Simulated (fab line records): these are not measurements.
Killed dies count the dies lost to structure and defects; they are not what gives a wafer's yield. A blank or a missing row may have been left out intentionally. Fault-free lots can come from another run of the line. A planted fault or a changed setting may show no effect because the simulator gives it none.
fab line records + flow sky130
record
- lots=5
- wafers=15
- last_day=49
route steps=708 shown PASSIVATION@683 PAD_OPEN@694
lots that met no fault: taken from a fault-free run of the same line
start_h: start of the lot's first displayed wafer, in hours after the record's first day + wait_h: time in hours since the lot's previous step + " identical to the entry in the row above + L1.1+2: a row that stands for several wafers + - either no value or no given start + * or withheld: withheld + < > ~ a bound
route shown NAME@n: NAME is a module with steps in the file, n the number in the route of the first one + usual: mean and standard deviation over wafers with no fault + same: alike in all rows + chamber/n: place in a boat + sites: the reading at each site + _std_site: the values' standard deviation + _edge_site: inner sites' mean taken away from outer sites' mean + radius_mm: how far each site lies from the wafer's centre + mask NAME#n: copy n + behind: the most recent tool/chamber to have shaped the wafer + hold: what put the lot on hold/how long, in hours/how the hold closed + device: which transistor (n, p or np) failed to switch + end of line: the route-end tests of the same wafers + for a step that has no rows: nothing shown but its recipe + killed: dies that structure and defects cost at the first sort, which is not the same as the wafer's yield + map: the dies of a wafer, with x for killed, . for not killed, _ for no die there
set.NAME: the setting as run; set.NAME@STEP: as run at that earlier step + model.NAME: the simulator's own value behind a step, which no gauge read
lots seen at some steps along the route; tables by step, rows by wafer
services: when a tool's chamber went out of use (start_h, in hours from the record's first day, below 0 if earlier), for how many hours, and the reason
## steps
# step SKY_PASSIVATION_CVD_02
# recipe
- material=Si3N4
- target_thk_nm=540
- temp_c=400
- time_s=withheld
- rf_w=450
# usual
- heater_power_outer_w=469/70
- heater_power_w=779/110
- rf_fwd_power_W=449.0/1.2
| lot.wafer | tool     | chamber | start_h | wait_h | heater_power_outer_w | heater_power_w | rf_fwd_power_W |
|-----------|----------|---------|---------|--------|----------------------|----------------|----------------|
| L077.1    | pecvd-02 | 2       | 1040.79 | 0.1    | 403                  | 676            | 448.7          |
| L077.5    | "        | 0       | "       | "      | 392                  | 654            | 449.4          |
| L077.6    | "        | 2       | "       | "      | 303                  | 533            | 448.1          |
| L080.3    | pecvd-03 | 2       | 1074.29 | 0.0    | 502                  | 894            | 450.7          |
| L080.5    | "        | 1       | "       | "      | 471                  | 861            | 449.5          |
| L080.6    | "        | 0       | "       | "      | 583                  | 885            | 449.4          |
| L083.2    | pecvd-03 | 2       | 1095.04 | 0.0    | 420                  | 806            | 450.0          |
| L083.5    | "        | 2       | "       | "      | 453                  | 861            | 448.9          |
| L083.6    | "        | 1       | "       | "      | 513                  | 885            | 449.5          |
| L087.2    | pecvd-03 | 0       | 1113.45 | 0.0    | 555                  | 853            | 451.0          |
| L087.3    | "        | 2       | "       | "      | 422                  | 812            | 449.6          |
| L087.4    | "        | 2       | "       | "      | 464                  | 852            | 448.8          |
| L095.2    | pecvd-01 | 0       | 1149.95 | 0.0    | 494                  | 828            | 448.3          |
| L095.3    | "        | 2       | "       | "      | 442                  | 694            | 449.9          |
| L095.5    | "        | 1       | "       | "      | 535                  | 845            | 448.6          |
# step SKY_PASSIVATION_THK_MEAS_03
# recipe
- reads=Si3N4_of_PASSIVATION_CVD_02
# usual
- PASSIVATION_CVD_02_THK=537/7.4
| lot.wafer | tool          | chamber | start_h | wait_h | PASSIVATION_CVD_02_THK[nm] |
|-----------|---------------|---------|---------|--------|----------------------------|
| L077.1    | film_metro-02 | -       | 1041.02 | -      | 530                        |
| L077.5    | "             | -       | "       | "      | 549                        |
| L077.6    | "             | -       | "       | "      | 540                        |
| L080.3    | film_metro-03 | -       | 1074.54 | -      | 530                        |
| L080.5    | "             | -       | "       | "      | 534                        |
| L080.6    | "             | -       | "       | "      | 530                        |
| L083.2    | film_metro-04 | -       | 1095.28 | -      | 533                        |
| L083.5    | "             | -       | "       | "      | 544                        |
| L083.6    | "             | -       | "       | "      | 548                        |
| L087.2    | film_metro-03 | -       | 1113.69 | -      | 520                        |
| L087.3    | "             | -       | "       | "      | 536                        |
| L087.4    | "             | -       | "       | "      | 547                        |
| L095.2    | film_metro-02 | -       | 1150.19 | -      | 525                        |
| L095.3    | "             | -       | "       | "      | 527                        |
| L095.5    | "             | -       | "       | "      | 532                        |
# step SKY_PASSIVATION_DEHYDRATE_04
# recipe
- temp_c=200
- time_s=60
# usual
- heater_power_total_W=160.36/0.13
# same
- time_s=60
| lot.wafer | tool           | chamber | start_h | wait_h | heater_power_total_W |
|-----------|----------------|---------|---------|--------|----------------------|
| L077.1    | litho_track-03 | 0       | 1050.89 | 9.9    | 160.36               |
| L077.5    | "              | 0       | "       | "      | 160.20               |
| L077.6    | "              | 0       | "       | "      | 160.17               |
| L080.3    | litho_track-02 | 0       | 1084.78 | 10.2   | 160.49               |
| L080.5    | "              | 0       | "       | "      | 160.34               |
| L080.6    | "              | 0       | "       | "      | 160.54               |
| L083.2    | litho_track-01 | 0       | 1104.78 | 9.5    | 160.38               |
| L083.5    | "              | 0       | "       | "      | 160.33               |
| L083.6    | "              | 0       | "       | "      | 160.32               |
| L087.2    | litho_track-03 | 0       | 1122.57 | 8.9    | 160.26               |
| L087.3    | "              | 0       | "       | "      | 160.27               |
| L087.4    | "              | 0       | "       | "      | 160.44               |
| L095.2    | litho_track-03 | 0       | 1158.27 | 8.1    | 160.39               |
| L095.3    | "              | 0       | "       | "      | 160.25               |
| L095.5    | "              | 0       | "       | "      | 160.55               |
# step SKY_PASSIVATION_HMDS_05
# recipe
- prime_time_s=60
- prime_temp_c=120
| lot.wafer  | tool           | chamber | start_h | wait_h |
|------------|----------------|---------|---------|--------|
| L077.1+5+6 | litho_track-03 | 0       | 1051.04 | 0.1    |
| L080.3+5+6 | litho_track-02 | 0       | 1084.93 | 0.1    |
| L083.2+5+6 | litho_track-01 | 0       | 1104.93 | 0.1    |
| L087.2+3+4 | litho_track-03 | 0       | 1122.72 | 0.1    |
| L095.2+3+5 | litho_track-03 | 0       | 1158.42 | 0.1    |
# step SKY_PASSIVATION_COAT_06
# recipe
- spin_rpm=2000
- resist_thk_nm=3000
| lot.wafer  | tool           | chamber | start_h | wait_h |
|------------|----------------|---------|---------|--------|
| L077.1+5+6 | litho_track-03 | 0       | 1051.19 | 0.1    |
| L080.3+5+6 | litho_track-02 | 0       | 1085.08 | 0.1    |
| L083.2+5+6 | litho_track-01 | 0       | 1105.08 | 0.1    |
| L087.2+3+4 | litho_track-03 | 0       | 1122.87 | 0.1    |
| L095.2+3+5 | litho_track-03 | 0       | 1158.57 | 0.1    |
# step SKY_PASSIVATION_SOFTBAKE_07
# recipe
- temp_c=110
- time_s=withheld
# usual
- heater_power_total_W=65.32/0.14
| lot.wafer | tool           | chamber | start_h | wait_h | heater_power_total_W |
|-----------|----------------|---------|---------|--------|----------------------|
| L077.1    | litho_track-03 | 0       | 1051.34 | 0.1    | 65.41                |
| L077.5    | "              | 0       | "       | "      | 65.38                |
| L077.6    | "              | 0       | "       | "      | 65.42                |
| L080.3    | litho_track-02 | 0       | 1085.25 | 0.1    | 65.40                |
| L080.5    | "              | 0       | "       | "      | 65.21                |
| L080.6    | "              | 0       | "       | "      | 65.35                |
| L083.2    | litho_track-01 | 0       | 1105.24 | 0.1    | 65.05                |
| L083.5    | "              | 0       | "       | "      | 65.18                |
| L083.6    | "              | 0       | "       | "      | 65.19                |
| L087.2    | litho_track-03 | 0       | 1123.02 | 0.1    | 65.47                |
| L087.3    | "              | 0       | "       | "      | 65.33                |
| L087.4    | "              | 0       | "       | "      | 65.33                |
| L095.2    | litho_track-03 | 0       | 1158.72 | 0.1    | 65.31                |
| L095.3    | "              | 0       | "       | "      | 65.31                |
| L095.5    | "              | 0       | "       | "      | 65.43                |
# step SKY_PASSIVATION_EXPOSE_08
# recipe
- mask_id=NSM
- target_cd_nm=3000
- na=0.57
- dose_mj=260
| lot.wafer  | tool             | chamber | start_h | wait_h | mask  |
|------------|------------------|---------|---------|--------|-------|
| L077.1+5+6 | iline_stepper-01 | 0       | -       | -      | NSM#0 |
| L080.3+5+6 | iline_stepper-02 | 0       | -       | -      | NSM#0 |
| L083.2+5+6 | iline_stepper-01 | 0       | -       | -      | NSM#0 |
| L087.2+3+4 | iline_stepper-01 | 0       | -       | -      | NSM#0 |
| L095.2+3+5 | iline_stepper-01 | 0       | -       | -      | NSM#0 |
# step SKY_PASSIVATION_PEB_09
# recipe
- temp_c=115
- time_s=withheld
# usual
- heater_power_total_W=69.33/0.13
| lot.wafer | tool           | chamber | start_h | wait_h | heater_power_total_W |
|-----------|----------------|---------|---------|--------|----------------------|
| L077.1    | litho_track-02 | 0       | -       | -      | 69.17                |
| L077.5    | "              | 0       | "       | "      | 69.25                |
| L077.6    | "              | 0       | "       | "      | 69.23                |
| L080.3    | litho_track-03 | 0       | -       | -      | 69.08                |
| L080.5    | "              | 0       | "       | "      | 69.53                |
| L080.6    | "              | 0       | "       | "      | 69.13                |
| L083.2    | litho_track-02 | 0       | -       | -      | 69.47                |
| L083.5    | "              | 0       | "       | "      | 69.45                |
| L083.6    | "              | 0       | "       | "      | 69.18                |
| L087.2    | litho_track-01 | 0       | -       | -      | 69.46                |
| L087.3    | "              | 0       | "       | "      | 69.30                |
| L087.4    | "              | 0       | "       | "      | 69.42                |
| L095.2    | litho_track-03 | 0       | -       | -      | 69.14                |
| L095.3    | "              | 0       | "       | "      | 69.44                |
| L095.5    | "              | 0       | "       | "      | 69.27                |
# step SKY_PASSIVATION_DEVELOP_10
# recipe
- develop_time_s=60
- dev_temp_c=23
| lot.wafer  | tool           | chamber | start_h | wait_h |
|------------|----------------|---------|---------|--------|
| L077.1+5+6 | litho_track-02 | 0       | -       | -      |
| L080.3+5+6 | litho_track-03 | 0       | -       | -      |
| L083.2+5+6 | litho_track-02 | 0       | -       | -      |
| L087.2+3+4 | litho_track-01 | 0       | -       | -      |
| L095.2+3+5 | litho_track-03 | 0       | -       | -      |
# step SKY_PASSIVATION_ETCH_11
# recipe
- chemistry=CF4/O2
- target_depth_nm=725
- stop_on=AlCu
- source_w=800
- bias_w=150
- pressure_mtorr=150
- cf4_flow_sccm=80
- O2_flow_sccm=10
- time_s=161.1
# usual
- drypump_motor_current_A=5.63/0.26
- oes_product_au=0.975/0.0074
- rf_fwd_power_W=796.4/2.3
- throttle_valve_pct=5.963/0.0092
# same
- time_s=161.1
| lot.wafer | tool        | chamber | start_h | wait_h | drypump_motor_current_A | oes_product_au | rf_fwd_power_W | rf_hours_counter_h | throttle_valve_pct |
|-----------|-------------|---------|---------|--------|-------------------------|----------------|----------------|--------------------|--------------------|
| L077.1    | rie_diel-04 | 3       | 1062.48 | -      | 5.61                    | 0.966          | 796.3          | 5                  | 5.962              |
| L077.5    | "           | 1       | "       | "      | 5.67                    | 0.995          | 796.3          | -                  | 5.958              |
| L077.6    | "           | 2       | "       | "      | 5.47                    | 0.981          | 795.7          | -                  | 5.948              |
| L080.3    | rie_diel-01 | 2       | 1095.09 | -      | 6.01                    | 0.964          | 797.6          | 6                  | 5.973              |
| L080.5    | "           | 0       | "       | "      | 5.58                    | 0.972          | 796.8          | -                  | 5.971              |
| L080.6    | "           | 3       | "       | "      | 5.84                    | 0.975          | 798.8          | -                  | 5.974              |
| L083.2    | rie_diel-01 | 3       | 1115.13 | -      | 5.82                    | 0.968          | 797.4          | 5                  | 5.953              |
| L083.5    | "           | 0       | "       | "      | 5.58                    | 0.984          | 798.3          | -                  | 5.974              |
| L083.6    | "           | 1       | "       | "      | 5.74                    | 0.968          | 794.7          | -                  | 5.965              |
| L087.2    | rie_diel-03 | 3       | 1131.41 | -      | 5.36                    | 0.969          | 792.9          | 10                 | 5.949              |
| L087.3    | "           | 1       | "       | "      | 5.86                    | 0.974          | 797.7          | 30                 | 5.961              |
| L087.4    | "           | 0       | "       | "      | 5.11                    | 0.981          | 796.8          | 15                 | 5.960              |
| L095.2    | rie_diel-03 | 0       | 1168.29 | -      | 5.11                    | 0.971          | 799.5          | 17                 | 5.961              |
| L095.3    | "           | 3       | "       | "      | 5.38                    | 0.971          | 794.1          | 11                 | 5.962              |
| L095.5    | "           | 1       | "       | "      | 5.86                    | 0.969          | 794.6          | -                  | 5.962              |
# step SKY_PASSIVATION_STRIP_12
# recipe
- chemistry=O2/N2
- power_w=1400
- pressure_mtorr=1500
- platen_temp_c=withheld
- overash_fraction=0.7
- o2_flow_sccm=3000
- n2_flow_sccm=300
# usual
- drypump_motor_current_A=5.75/0.27
- oes_product_au=0.661/0.0044
- strip_time_to_endpoint_s=31.56/0.16
| lot.wafer | tool            | chamber | start_h | wait_h | drypump_motor_current_A | oes_product_au | rf_hours_counter_h | strip_time_to_endpoint_s |
|-----------|-----------------|---------|---------|--------|-------------------------|----------------|--------------------|--------------------------|
| L077.1    | plasma_asher-01 | 0       | 1062.59 | 0.1    | 6.00                    | 0.669          | 91                 | 31.75                    |
| L077.5    | "               | 0       | "       | "      | 5.98                    | 0.666          | -                  | 31.46                    |
| L077.6    | "               | 1       | "       | "      | 5.45                    | 0.657          | -                  | 31.70                    |
| L080.3    | plasma_asher-04 | 1       | 1095.23 | 0.1    | 5.78                    | 0.664          | -                  | 31.66                    |
| L080.5    | "               | 1       | "       | "      | 5.80                    | 0.652          | -                  | 31.52                    |
| L080.6    | "               | 0       | "       | "      | 6.20                    | 0.659          | -                  | 31.57                    |
| L083.2    | plasma_asher-04 | 1       | 1115.24 | 0.1    | 5.79                    | 0.653          | 38                 | 31.72                    |
| L083.5    | "               | 0       | "       | "      | 6.18                    | 0.660          | -                  | 31.56                    |
| L083.6    | "               | 1       | "       | "      | 5.77                    | 0.664          | -                  | 31.98                    |
| L087.2    | plasma_asher-01 | 0       | 1131.51 | 0.1    | 6.02                    | 0.667          | 97                 | 31.37                    |
| L087.3    | "               | 0       | "       | "      | 6.01                    | 0.663          | -                  | 31.48                    |
| L087.4    | "               | 1       | "       | "      | 5.42                    | 0.659          | -                  | 31.35                    |
| L095.2    | plasma_asher-01 | 0       | 1168.40 | 0.1    | 6.02                    | 0.665          | 102                | 31.57                    |
| L095.3    | "               | 1       | "       | "      | 5.42                    | 0.664          | -                  | 31.48                    |
| L095.5    | "               | 1       | "       | "      | 5.46                    | 0.659          | -                  | 31.65                    |
# step SKY_PAD_OPEN_DEHYDRATE_00
# recipe
- temp_c=200
- time_s=60
# usual
- heater_power_total_W=160.38/0.12
# same
- time_s=60
| lot.wafer | tool           | chamber | start_h | wait_h | heater_power_total_W |
|-----------|----------------|---------|---------|--------|----------------------|
| L077.1    | litho_track-02 | 0       | 1072.38 | 9.8    | 160.57               |
| L077.5    | "              | 0       | "       | "      | 160.33               |
| L077.6    | "              | 0       | "       | "      | 160.24               |
| L080.3    | litho_track-04 | 0       | 1104.57 | 9.3    | 160.37               |
| L080.5    | "              | 0       | "       | "      | 160.53               |
| L080.6    | "              | 0       | "       | "      | 160.43               |
| L083.2    | litho_track-02 | 0       | 1124.21 | 8.9    | 160.21               |
| L083.5    | "              | 0       | "       | "      | 160.46               |
| L083.6    | "              | 0       | "       | "      | 160.58               |
| L087.2    | litho_track-03 | 0       | 1139.87 | 8.3    | 160.19               |
| L087.3    | "              | 0       | "       | "      | 160.40               |
| L087.4    | "              | 0       | "       | "      | 160.35               |
| L095.2    | litho_track-03 | 0       | 1175.92 | 7.5    | 160.58               |
| L095.3    | "              | 0       | "       | "      | 160.44               |
| L095.5    | "              | 0       | "       | "      | 160.29               |
# step SKY_PAD_OPEN_HMDS_01
# recipe
- prime_time_s=60
- prime_temp_c=120
| lot.wafer  | tool           | chamber | start_h | wait_h |
|------------|----------------|---------|---------|--------|
| L077.1+5+6 | litho_track-02 | 0       | 1072.53 | 0.1    |
| L080.3+5+6 | litho_track-04 | 0       | 1104.72 | 0.1    |
| L083.2+5+6 | litho_track-02 | 0       | 1124.36 | 0.1    |
| L087.2+3+4 | litho_track-03 | 0       | 1140.02 | 0.1    |
| L095.2+3+5 | litho_track-03 | 0       | 1176.07 | 0.1    |
# step SKY_PAD_OPEN_COAT_02
# recipe
- spin_rpm=2000
- resist_thk_nm=3000
| lot.wafer  | tool           | chamber | start_h | wait_h |
|------------|----------------|---------|---------|--------|
| L077.1+5+6 | litho_track-02 | 0       | 1072.68 | 0.1    |
| L080.3+5+6 | litho_track-04 | 0       | 1104.87 | 0.1    |
| L083.2+5+6 | litho_track-02 | 0       | 1124.51 | 0.1    |
| L087.2+3+4 | litho_track-03 | 0       | 1140.17 | 0.1    |
| L095.2+3+5 | litho_track-03 | 0       | 1176.22 | 0.1    |
# step SKY_PAD_OPEN_SOFTBAKE_03
# recipe
- temp_c=109.1
- time_s=withheld
# usual
- heater_power_total_W=64.60/0.13
| lot.wafer | tool           | chamber | start_h | wait_h | heater_power_total_W |
|-----------|----------------|---------|---------|--------|----------------------|
| L077.1    | litho_track-02 | 0       | 1072.83 | 0.1    | 64.64                |
| L077.5    | "              | 0       | "       | "      | 64.65                |
| L077.6    | "              | 0       | "       | "      | 64.70                |
| L080.3    | litho_track-04 | 0       | 1105.04 | 0.1    | 64.85                |
| L080.5    | "              | 0       | "       | "      | 64.44                |
| L080.6    | "              | 0       | "       | "      | 64.81                |
| L083.2    | litho_track-02 | 0       | 1124.67 | 0.1    | 64.59                |
| L083.5    | "              | 0       | "       | "      | 64.74                |
| L083.6    | "              | 0       | "       | "      | 64.73                |
| L087.2    | litho_track-03 | 0       | 1140.32 | 0.1    | 64.63                |
| L087.3    | "              | 0       | "       | "      | 64.67                |
| L087.4    | "              | 0       | "       | "      | 64.49                |
| L095.2    | litho_track-03 | 0       | 1176.37 | 0.1    | 64.80                |
| L095.3    | "              | 0       | "       | "      | 64.51                |
| L095.5    | "              | 0       | "       | "      | 64.70                |
# step SKY_PAD_OPEN_EXPOSE_04
# recipe
- mask_id=PDM
- target_cd_nm=60000
- na=0.57
- dose_mj=260
| lot.wafer  | tool             | chamber | start_h | wait_h | mask  |
|------------|------------------|---------|---------|--------|-------|
| L077.1+5+6 | iline_stepper-02 | 0       | -       | -      | PDM#0 |
| L080.3+5+6 | iline_stepper-02 | 0       | -       | -      | PDM#0 |
| L083.2+5+6 | iline_stepper-02 | 0       | -       | -      | PDM#0 |
| L087.2+3+4 | iline_stepper-02 | 0       | -       | -      | PDM#0 |
| L095.2+3+5 | iline_stepper-02 | 0       | -       | -      | PDM#0 |
# step SKY_PAD_OPEN_PEB_05
# recipe
- temp_c=115
- time_s=withheld
# usual
- heater_power_total_W=69.33/0.12
| lot.wafer | tool           | chamber | start_h | wait_h | heater_power_total_W |
|-----------|----------------|---------|---------|--------|----------------------|
| L077.1    | litho_track-02 | 0       | -       | -      | 69.48                |
| L077.5    | "              | 0       | "       | "      | 69.18                |
| L077.6    | "              | 0       | "       | "      | 69.28                |
| L080.3    | litho_track-04 | 0       | -       | -      | 69.31                |
| L080.5    | "              | 0       | "       | "      | 69.58                |
| L080.6    | "              | 0       | "       | "      | 69.41                |
| L083.2    | litho_track-03 | 0       | -       | -      | 69.41                |
| L083.5    | "              | 0       | "       | "      | 69.39                |
| L083.6    | "              | 0       | "       | "      | 69.54                |
| L087.2    | litho_track-03 | 0       | -       | -      | 69.31                |
| L087.3    | "              | 0       | "       | "      | 69.40                |
| L087.4    | "              | 0       | "       | "      | 69.22                |
| L095.2    | litho_track-02 | 0       | -       | -      | 69.34                |
| L095.3    | "              | 0       | "       | "      | 69.48                |
| L095.5    | "              | 0       | "       | "      | 69.13                |
# step SKY_PAD_OPEN_DEVELOP_06
# recipe
- develop_time_s=60
- dev_temp_c=23
| lot.wafer  | tool           | chamber | start_h | wait_h |
|------------|----------------|---------|---------|--------|
| L077.1+5+6 | litho_track-02 | 0       | -       | -      |
| L080.3+5+6 | litho_track-04 | 0       | -       | -      |
| L083.2+5+6 | litho_track-03 | 0       | -       | -      |
| L087.2+3+4 | litho_track-03 | 0       | -       | -      |
| L095.2+3+5 | litho_track-02 | 0       | -       | -      |
# step SKY_PAD_OPEN_ETCH_07
# recipe
- chemistry=CF4/O2
- target_depth_nm=725
- stop_on=AlCu
- source_w=800
- bias_w=150
- pressure_mtorr=150
- cf4_flow_sccm=80
- O2_flow_sccm=10
- time_s=161.1
# usual
- drypump_motor_current_A=5.62/0.29
- oes_product_au=0.976/0.0078
- rf_fwd_power_W=796.2/2.5
- throttle_valve_pct=5.962/0.0088
# same
- time_s=161.1
| lot.wafer | tool        | chamber | start_h | wait_h | drypump_motor_current_A | oes_product_au | rf_fwd_power_W | rf_hours_counter_h | throttle_valve_pct |
|-----------|-------------|---------|---------|--------|-------------------------|----------------|----------------|--------------------|--------------------|
| L077.1    | rie_diel-03 | 1       | 1083.78 | -      | 5.84                    | 0.969          | 800.5          | 28                 | 5.962              |
| L077.5    | "           | 2       | "       | "      | 5.72                    | 0.987          | 797.1          | -                  | 5.967              |
| L077.6    | "           | 3       | "       | "      | 5.36                    | 0.985          | 796.1          | -                  | 5.956              |
| L080.3    | rie_diel-04 | 3       | 1115.07 | -      | 5.62                    | 0.970          | 798.6          | 7                  | 5.956              |
| L080.5    | "           | 1       | "       | "      | 5.68                    | 0.974          | 797.7          | -                  | 5.967              |
| L080.6    | "           | 0       | "       | "      | 5.75                    | 0.981          | 797.3          | -                  | 5.966              |
| L083.2    | rie_diel-03 | 2       | 1133.94 | -      | 5.74                    | 0.972          | 798.4          | 3                  | 5.952              |
| L083.5    | "           | 1       | "       | "      | 5.81                    | 0.977          | 794.5          | -                  | 5.966              |
| L083.6    | "           | 2       | "       | "      | 5.72                    | 0.984          | 800.0          | -                  | 5.957              |
| L087.2    | rie_diel-04 | 0       | 1150.54 | -      | 5.73                    | 0.970          | 791.4          | 5                  | 5.951              |
| L087.3    | "           | 1       | "       | "      | 5.67                    | 0.967          | 791.4          | 15                 | 5.962              |
| L087.4    | "           | 3       | "       | "      | 5.63                    | 0.984          | 799.6          | 8                  | 5.961              |
| L095.2    | rie_diel-03 | 1       | 1184.33 | -      | 5.86                    | 0.964          | 797.6          | 32                 | 5.963              |
| L095.3    | "           | 2       | "       | "      | 5.75                    | 0.969          | 797.4          | 5                  | 5.953              |
| L095.5    | "           | 3       | "       | "      | 5.35                    | 0.971          | 797.2          | -                  | 5.960              |
# step SKY_PAD_OPEN_STRIP_08
# recipe
- chemistry=O2/N2
- power_w=1400
- pressure_mtorr=1500
- platen_temp_c=withheld
- overash_fraction=0.7
- o2_flow_sccm=3000
- n2_flow_sccm=300
# usual
- drypump_motor_current_A=5.60/0.25
- oes_product_au=0.663/0.0041
- strip_time_to_endpoint_s=37.18/0.1
| lot.wafer | tool            | chamber | start_h | wait_h | drypump_motor_current_A | oes_product_au | rf_hours_counter_h | strip_time_to_endpoint_s |
|-----------|-----------------|---------|---------|--------|-------------------------|----------------|--------------------|--------------------------|
| L077.1    | plasma_asher-03 | 0       | 1083.89 | 0.1    | 5.62                    | 0.661          | 62                 | 37.08                    |
| L077.5    | "               | 0       | "       | "      | 5.64                    | 0.658          | -                  | 36.95                    |
| L077.6    | "               | 1       | "       | "      | 5.15                    | 0.666          | -                  | 37.13                    |
| L080.3    | plasma_asher-02 | 1       | 1115.21 | 0.1    | 5.46                    | 0.663          | -                  | 37.09                    |
| L080.5    | "               | 0       | "       | "      | 5.72                    | 0.664          | -                  | 36.96                    |
| L080.6    | "               | 1       | "       | "      | 5.47                    | 0.664          | -                  | 37.05                    |
| L083.2    | plasma_asher-02 | 1       | 1134.05 | 0.1    | 5.47                    | 0.659          | 7                  | 37.34                    |
| L083.5    | "               | 0       | "       | "      | 5.71                    | 0.664          | -                  | 37.27                    |
| L083.6    | "               | 1       | "       | "      | 5.47                    | 0.663          | -                  | 37.23                    |
| L087.2    | plasma_asher-03 | 0       | 1150.65 | 0.1    | 5.63                    | 0.663          | 68                 | 37.20                    |
| L087.3    | "               | 1       | "       | "      | 5.15                    | 0.666          | -                  | 37.25                    |
| L087.4    | "               | 0       | "       | "      | 5.63                    | 0.659          | -                  | 37.11                    |
| L095.2    | plasma_asher-01 | 0       | 1184.44 | 0.1    | 6.03                    | 0.660          | 104                | 37.43                    |
| L095.3    | "               | 1       | "       | "      | 5.43                    | 0.663          | -                  | 37.23                    |
| L095.5    | "               | 1       | "       | "      | 5.44                    | 0.659          | -                  | 37.28                    |
# step SKY_PAD_OPEN_STRIP_09
# recipe
- chemistry=post_etch_residue_remover
- time_s=1200
- temp_c=72.5
# same
- time_s=1200
| lot.wafer  | tool         | chamber | start_h | wait_h |
|------------|--------------|---------|---------|--------|
| L077.1+5+6 | wet_bench-01 | 3       | 1083.99 | 0.1    |
| L080.3+5+6 | wet_bench-01 | 1       | 1115.28 | 0.0    |
| L083.2+5+6 | wet_bench-02 | 3       | 1134.15 | 0.1    |
| L087.2+3+4 | wet_bench-02 | 3       | 1150.78 | 0.1    |
| L095.2+3+5 | wet_bench-02 | 1       | 1184.54 | 0.1    |
# step SKY_PAD_OPEN_CLEAN_10
# recipe
- chemistry=IPA
- time_s=180
- temp_c=25
# same
- time_s=180
| lot.wafer  | tool         | chamber | start_h | wait_h |
|------------|--------------|---------|---------|--------|
| L077.1+5+6 | wet_bench-01 | 1       | 1084.67 | 0.0    |
| L080.3+5+6 | wet_bench-01 | 2       | 1115.62 | 0.0    |
| L083.2+5+6 | wet_bench-01 | 1       | 1134.52 | 0.0    |
| L087.2+3+4 | wet_bench-01 | 2       | 1151.12 | 0.0    |
| L095.2+3+5 | wet_bench-03 | 3       | 1184.88 | 0.0    |
# step SKY_PAD_OPEN_CLEAN_11
# recipe
- chemistry=O3/DIW
- dry=n2_spin
| lot.wafer  | tool         | chamber | start_h | wait_h |
|------------|--------------|---------|---------|--------|
| L077.1+5+6 | wet_bench-01 | 2       | 1084.82 | 0.0    |
| L080.3+5+6 | wet_bench-01 | 0       | 1115.68 | 0.0    |
| L083.2+5+6 | wet_bench-02 | 0       | 1134.58 | 0.0    |
| L087.2+3+4 | wet_bench-02 | 2       | 1151.18 | 0.0    |
| L095.2+3+5 | wet_bench-02 | 3       | 1184.94 | 0.0    |
# step SKY_PAD_OPEN_ANNEAL_12
# recipe
- temp_c=401.9
- time_s=withheld
- ambient=N2/H2
- idle_temp_c=300
- ramp_up_c_per_min=8
- ramp_down_c_per_min=4
| lot.wafer  | tool       | chamber | start_h | wait_h |
|------------|------------|---------|---------|--------|
| L077.1+5+6 | furnace-02 | 0       | 1085.00 | 0.0    |
| L080.3+5+6 | furnace-02 | 0       | 1115.77 | 0.0    |
| L083.2+5+6 | furnace-02 | 0       | 1134.68 | 0.0    |
| L087.2+3+4 | furnace-01 | 0       | 1151.27 | 0.0    |
| L095.2+3+5 | furnace-02 | 0       | 1185.03 | 0.0    |
# step SKY_PAD_OPEN_BOW_MEAS_13
# recipe
- mode=bow
# usual
- PAD_OPEN_BOW=46/9.7
| lot.wafer | tool          | chamber | start_h | wait_h | PAD_OPEN_BOW[um] |
|-----------|---------------|---------|---------|--------|------------------|
| L077.1    | film_metro-04 | -       | 1086.50 | -      | 50               |
| L077.5    | "             | -       | "       | "      | 58               |
| L077.6    | "             | -       | "       | "      | 60               |
| L080.3    | film_metro-03 | -       | 1117.31 | -      | 45               |
| L080.5    | "             | -       | "       | "      | 43               |
| L080.6    | "             | -       | "       | "      | 41               |
| L083.2    | film_metro-01 | -       | 1136.20 | -      | 47               |
| L083.5    | "             | -       | "       | "      | 55               |
| L083.6    | "             | -       | "       | "      | 45               |
| L087.2    | film_metro-04 | -       | 1152.79 | -      | 56               |
| L087.3    | "             | -       | "       | "      | 42               |
| L087.4    | "             | -       | "       | "      | 53               |
| L095.2    | film_metro-04 | -       | 1186.55 | -      | 34               |
| L095.3    | "             | -       | "       | "      | 34               |
| L095.5    | "             | -       | "       | "      | 41               |
## services
| tool             | chamber | start_h | hours | kind           |
|------------------|---------|---------|-------|----------------|
| plasma_asher-03  | -       | 1025.48 | 12.0  | repair         |
| iline_stepper-01 | -       | 1043.90 | 1.7   | pm             |
| rie_diel-03      | 2       | 1044.72 | -     | clean          |
| rie_diel-03      | 2       | 1044.72 | 18.2  | scheduled_down |
| plasma_asher-02  | -       | 1055.25 | 9.0   | pm             |
| furnace-01       | -       | 1055.59 | 3.0   | pm             |
| plasma_asher-03  | -       | 1065.08 | 4.2   | repair         |
| plasma_asher-03  | -       | 1065.79 | 6.9   | repair         |
| plasma_asher-04  | -       | 1066.93 | 3.0   | repair         |
| iline_stepper-01 | -       | 1072.60 | 4.5   | repair         |
| pecvd-01         | -       | 1075.38 | 0.9   | repair         |
| pecvd-03         | -       | 1082.90 | 2.8   | pm             |
| rie_diel-03      | -       | 1084.58 | 4.0   | repair         |
| rie_diel-01      | -       | 1092.01 | 2.8   | pm             |
| furnace-02       | -       | 1095.65 | 3.0   | pm             |
| rie_diel-01      | -       | 1096.63 | 0.5   | repair         |
| rie_diel-04      | -       | 1118.28 | 14.6  | pm             |
| plasma_asher-03  | -       | 1142.25 | 3.7   | repair         |
| plasma_asher-02  | -       | 1152.12 | 28.1  | pm             |
| furnace-01       | -       | 1152.77 | 3.0   | pm             |
| pecvd-03         | -       | 1155.03 | 14.6  | pm             |
| rie_diel-04      | 3       | 1156.30 | 4.6   | repair         |
| iline_stepper-01 | -       | 1163.49 | 21.4  | repair         |
| iline_stepper-01 | -       | 1184.92 | 2.1   | pm             |
## key
fault none
